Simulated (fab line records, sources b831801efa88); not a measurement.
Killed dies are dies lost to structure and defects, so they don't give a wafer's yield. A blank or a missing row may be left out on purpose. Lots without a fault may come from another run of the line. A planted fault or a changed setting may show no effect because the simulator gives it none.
A struck lot beside a sound one | flow sky130 | 35 steps out of a route of 708
Sound: wafers L321.1, L321.4, L321.5. Struck: wafers L330.1, L330.4, L330.5. The cause comes at the end.
At each step with rows: each side's tool, then ch and its chambers, then its first start. Under that, the readings that differ: sound wafers | struck wafers | difference of the means | sigmas: that difference in standard deviations of wafers without a fault.
alike: readings whose means differ by less than 2 such deviations, and words and numbers that are the same on both sides. not compared: withheld readings, readings that some wafer has no value for, bounds like >300 that may hide the same value, and numbers for which the record gives no deviation and whose values overlap.
The two part at a step that has a row with sigmas, a row that says differs or no value, or rows on one side only. Numbers that don't overlap but have no deviation are shown without sigmas and don't part them. A reading that every wafer of one side lacks parts them only if that side has two wafers or more.

SKY_SD_P_CD_MEAS_07: target cd 380 nm.
  sound on cd_sem-02, day 26 01:58; struck on cd_sem-02, day 29 06:47
  reading    | sound             | struck            | difference | sigmas
  cd_nm (nm) | 378.5 374.7 376.4 | 381.8 382.3 382.8 | +5.8       | +2
SKY_SD_P_OVL_MEAS_08:
  sound on overlay-01, day 26 02:05; struck on overlay-01, day 29 06:55
  alike: SD_P_OVL
then, 1 step without rows for these wafers: SKY_SD_P_IMPLANT_09.
SKY_SD_P_STRIP_10: strips in O2/N2.
  sound on plasma_asher-01 ch 1, day 26 02:17; struck on plasma_asher-04 ch 0,1, day 29 07:05
  reading                     | sound          | struck         | difference | sigmas
  drypump_motor_current_A (A) | 6.12 6.13 6.10 | 5.35 5.62 5.29 | -0.70      | -3
  alike: oes_product_au, strip_time_to_endpoint_s
  not compared: rf_hours_counter_h
SKY_SD_P_TW_MEAS_11:
  sound on film_metro-01, day 26 02:23; struck on film_metro-03, day 29 07:11
  alike: SD_P_TW
then, 7 steps without rows for these wafers: SKY_RES_XHIGH_DEHYDRATE_00 (time 60 s); SKY_RES_XHIGH_HMDS_01 (prime time 60 s); SKY_RES_XHIGH_COAT_02 (resist thk 1140 nm); SKY_RES_XHIGH_SOFTBAKE_03 (time 60 s); SKY_RES_XHIGH_EXPOSE_04 (exposes mask URPM, target cd 1270 nm); SKY_RES_XHIGH_PEB_05; SKY_RES_XHIGH_DEVELOP_06 (develop time 60 s).
SKY_RES_XHIGH_IMPLANT_07:
  sound on implanter-01 ch 0, day 27 07:46; struck on implanter-04 ch 0, day 30 11:58
  reading                   | sound             | struck            | difference | sigmas
  beam_on_s (s)             | 29 29 30          | 36 36 37          | +7         | +2
  implant_ion_amu           | 49 49 49          | 11 11 11          | -38        |
  model.implant.rp_nm (nm)  | 17.05 17.05 17.05 | 65.96 65.96 65.96 | +48.91     |
  model.implant.drp_nm (nm) | 9.746 9.746 9.746 | 28.3 28.3 28.3    | +18.6      |
SKY_RES_XHIGH_STRIP_08: strips in O2/N2.
  sound on plasma_asher-03 ch 0,1, day 27 07:55; struck on plasma_asher-01 ch 1, day 30 12:07
  alike: drypump_motor_current_A, oes_product_au, strip_time_to_endpoint_s
  not compared: rf_hours_counter_h
SKY_RES_XHIGH_TW_MEAS_09:
  sound on film_metro-03, day 27 08:01; struck on film_metro-03, day 30 12:13
  reading      | sound          | struck         | difference | sigmas
  RES_XHIGH_TW | 1656 1661 1664 | 1078 1079 1086 | -579       | -48
then, 7 steps without rows for these wafers: SKY_SD_N_DEHYDRATE_00 (time 60 s); SKY_SD_N_HMDS_01 (prime time 60 s); SKY_SD_N_COAT_02 (resist thk 1140 nm); SKY_SD_N_SOFTBAKE_03 (time 60 s); SKY_SD_N_EXPOSE_04 (exposes mask NSDM, target cd 380 nm); SKY_SD_N_PEB_05; SKY_SD_N_DEVELOP_06 (develop time 60 s).
SKY_SD_N_CD_MEAS_07: target cd 380 nm.
  sound on cd_sem-01, day 28 13:16; struck on cd_sem-01, day 31 16:28
  alike: cd_nm
SKY_SD_N_OVL_MEAS_08:
  sound on overlay-02, day 28 13:23; struck on overlay-01, day 31 16:35
  alike: SD_N_OVL
then, 2 steps without rows for these wafers: SKY_SD_N_IMPLANT_09; SKY_SD_N_IMPLANT_10.
SKY_SD_N_STRIP_11: strips in O2/N2.
  sound on plasma_asher-02 ch 0,1, day 28 13:44; struck on plasma_asher-03 ch 0,1, day 31 16:55
  alike: drypump_motor_current_A, oes_product_au, strip_time_to_endpoint_s
  not compared: rf_hours_counter_h
SKY_SD_N_TW_MEAS_12:
  sound on film_metro-01, day 28 13:50; struck on film_metro-03, day 31 17:02
  alike: SD_N_TW
then, 1 step without rows for these wafers: SKY_SD_N_CLEAN_13 (cleans in SC1/SC2, time 150 s).
SKY_SD_N_RTA_14: time 2 s.
  sound on rtp_anneal-01 ch 0, day 28 13:56; struck on rtp_anneal-01 ch 0, day 31 17:09
  alike: lamp_power_pct, wafer_temp_C_max
SKY_SD_N_RS_MEAS_16: measures by four-point-probe.
  sound on film_metro-01, day 28 14:07; struck on film_metro-01, day 31 17:23
  alike: SD_N_RS
SKY_SD_N_RS_MEAS_17: measures by four-point-probe.
  sound on film_metro-01, day 28 14:14; struck on film_metro-01, day 31 17:30
  alike: SD_P_RS
SKY_SD_N_RS_MEAS_18: measures by four-point-probe.
  sound on film_metro-01, day 28 14:21; struck on film_metro-01, day 31 17:37
  reading               | sound             | struck            | difference | sigmas
  RES_XHIGH_RS (ohm/sq) | 335.0 335.0 334.4 | 258.4 257.8 258.9 | -76.4      | -55
then, 1 step without rows for these wafers: SKY_SALICIDE_CLEAN_00 (cleans in HF-last, time 30 s).
-- the record jumps here: 17 days lie between the struck wafers' starts before and after (it left off in module SALICIDE and takes up again in module PAD_OPEN, whose first step shown is number 708 of the route) --
SKY_PAD_OPEN_PROBE_99:
  sound on prober-02, day 46 12:32; struck on prober-01, day 48 19:38
  reading                              | sound          | struck         | difference | sigmas
  model.etest.res_xhigh_po.line_ohm_um | 5684 5845 5991 | 4996 4949 4956 | -873       |
  model.etest.res_xhigh_po.rs_ohm_sq   | 2006 1997 2067 | 1731 1734 1739 | -289       |
  alike: killed_at_M0_to_M3, killed_at_M4_up, killed_at_contacts, killed_at_front_end, killed_at_other, killed_dies, killed_open, killed_short

WHERE THEY PART
First at SKY_SD_P_CD_MEAS_07; last, within this record, at SKY_SD_N_RS_MEAS_18. Later steps at which nothing parts them and some readings are alike: SKY_PAD_OPEN_PROBE_99.

WHY: what the simulator had put in
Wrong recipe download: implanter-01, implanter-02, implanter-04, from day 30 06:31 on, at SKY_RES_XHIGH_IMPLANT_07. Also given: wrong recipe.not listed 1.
